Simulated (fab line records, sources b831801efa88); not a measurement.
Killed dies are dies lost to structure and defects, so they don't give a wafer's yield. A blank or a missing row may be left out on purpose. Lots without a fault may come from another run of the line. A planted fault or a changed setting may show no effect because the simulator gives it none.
Which tool did it? | flow sfq_line | 15 lots, 44 wafers sampled, at 2 steps of a route of 325

WHAT THE GAUGES READ, wafer by wafer
The record holds no reading of a measuring or inspecting step that can be judged against a usual standard deviation.

WHICH TOOL RAN EACH LOT (tool, then ch and the chambers of the sampled wafers, then the start)
lot  | SFQ_TRILAYER_L0_CAP_PECVD_011   | SFQ_TRILAYER_L0_VIA_ETCH_VIA_ETCH_016
L248 | pecvd-02 ch 1,2, day 4 04:37    | rie_diel-02 ch 2,3, day 7 11:52
L249 | pecvd-03 ch 0,2, day 4 09:25    | rie_diel-04 ch 1,2,3, day 7 15:28
L250 | pecvd-04 ch 1,2, day 4 19:52    | rie_diel-01 ch 1,3, day 8 08:16
L251 | pecvd-04 ch 0,1, day 5 03:46    | rie_diel-01 ch 0,2,3, day 8 19:04
L252 | pecvd-02 ch 0,1,2, day 5 10:58  | rie_diel-01 ch 0,1, day 9 06:14
L253 | pecvd-03 ch 0,1,2, day 5 15:47  | rie_diel-04 ch 0,1,3, day 9 14:45
L254 | pecvd-03 ch 0,1,2, day 5 21:04  | rie_diel-04 ch 0,2,3, day 9 23:08
L255 | pecvd-02 ch 0,1,2, day 6 01:52  | rie_diel-01 ch 1,2,3, day 10 05:08
L256 | pecvd-03 ch 1,2, day 6 07:52    | rie_diel-02 ch 1,2, day 10 13:32
L260 | pecvd-03 ch 0,1,2, day 7 10:16  | rie_diel-04 ch 1,2, day 11 17:08
L262 | pecvd-03 ch 0,1, day 7 19:52    | rie_diel-04 ch 1,3, day 12 03:56
L265 | pecvd-02 ch 1,2, day 8 16:16    | rie_diel-01 ch 0,2,3, day 12 18:20
L266 | pecvd-04 ch 0,1, day 8 23:28    | rie_diel-04 ch 2,3, day 13 00:20
L268 | pecvd-04 ch 0,1, day 9 17:57    | rie_diel-04 ch 1,2, day 14 06:28
L270 | pecvd-02 ch 0,1,2, day 10 07:09 | rie_diel-01 ch 0,2,3, day 14 23:16
- SFQ_TRILAYER_L0_CAP_PECVD_011: deposits SiO2 from SiH4/N2O, time 13.333 s, target thk 60 nm.
- SFQ_TRILAYER_L0_VIA_ETCH_VIA_ETCH_016: etches SiO2 in CHF3, stops on MoNx KI, target depth 80 nm.

WHAT THE TOOLS THEMSELVES READ (means of the sampled wafers that have a number; where no wafer has one, the mark that the record gives instead)
SFQ_TRILAYER_L0_CAP_PECVD_011. Usual: heater_power_outer_w 36 W, standard deviation 9; heater_power_w 91 W, standard deviation 11; throttle_valve_pct 25.1 %, standard deviation 0.95.
lot  | tool     | heater_power_outer_w (W) | heater_power_w (W) | throttle_valve_pct (%) | flag
L248 | pecvd-02 | 43                       | 101                | 26.3                   |
L249 | pecvd-03 | 32                       | 87                 | 25.0                   |
L250 | pecvd-04 | 30                       | 87                 | 24.7                   |
L251 | pecvd-04 | 29                       | 83                 | 24.6                   |
L252 | pecvd-02 | 42                       | 99                 | 26.0                   |
L253 | pecvd-03 | 36                       | 90                 | 24.5                   |
L254 | pecvd-03 | 33                       | 86                 | 24.6                   |
L255 | pecvd-02 | 43                       | 100                | 26.2                   |
L256 | pecvd-03 | 28                       | 82                 | 24.3                   |
L260 | pecvd-03 | 32                       | 86                 | 24.6                   |
L262 | pecvd-03 | 38                       | 90                 | 24.9                   |
L265 | pecvd-02 | 43                       | 101                | 26.2                   |
L266 | pecvd-04 | 35                       | 91                 | 24.2                   |
L268 | pecvd-04 | 27                       | 81                 | 24.6                   |
L270 | pecvd-02 | 41                       | 101                | 26.0                   |

SFQ_TRILAYER_L0_VIA_ETCH_VIA_ETCH_016. Usual: drypump_motor_current_A 5.4 A, standard deviation 0.44; oes_product_au 0.843 a.u., standard deviation 0.008.
lot  | tool        | drypump_motor_current_A (A) | oes_product_au (a.u.) | flag
L248 | rie_diel-02 | 4.9                         | 0.838                 |
L249 | rie_diel-04 | 5.4                         | 0.842                 |
L250 | rie_diel-01 | 5.4                         | 0.845                 |
L251 | rie_diel-01 | 5.8                         | 0.839                 |
L252 | rie_diel-01 | 5.4                         | 0.837                 |
L253 | rie_diel-04 | 5.5                         | 0.847                 |
L254 | rie_diel-04 | 5.1                         | 0.836                 |
L255 | rie_diel-01 | 5.7                         | 0.839                 |
L256 | rie_diel-02 | 4.9                         | 0.851                 |
L260 | rie_diel-04 | 5.2                         | 0.851                 |
L262 | rie_diel-04 | 5.7                         | 0.853                 |
L265 | rie_diel-01 | 5.8                         | 0.843                 |
L266 | rie_diel-04 | 5.3                         | 0.851                 |
L268 | rie_diel-04 | 5.2                         | 0.846                 |
L270 | rie_diel-01 | 5.8                         | 0.841                 |

THE ANSWER, worked out from the rows above alone
Rule: a lot is off if the mean of its wafers that have a number lies more than 3 standard deviations from the usual mean. A lot without any number at a reading at which 4 lots or more have one is off too. The other lots that the step has rows for count as sound. The gauges are gone through in route order, then the tools' own readings, and for those a lot's mean is taken as printed above. The first step at which some lot is off is used, and at that step the reading that is off furthest; a lot without a number counts as furthest.
No lot is off at any reading shown: from this, nothing can be told.

WHAT THE SIMULATOR HAD PUT IN
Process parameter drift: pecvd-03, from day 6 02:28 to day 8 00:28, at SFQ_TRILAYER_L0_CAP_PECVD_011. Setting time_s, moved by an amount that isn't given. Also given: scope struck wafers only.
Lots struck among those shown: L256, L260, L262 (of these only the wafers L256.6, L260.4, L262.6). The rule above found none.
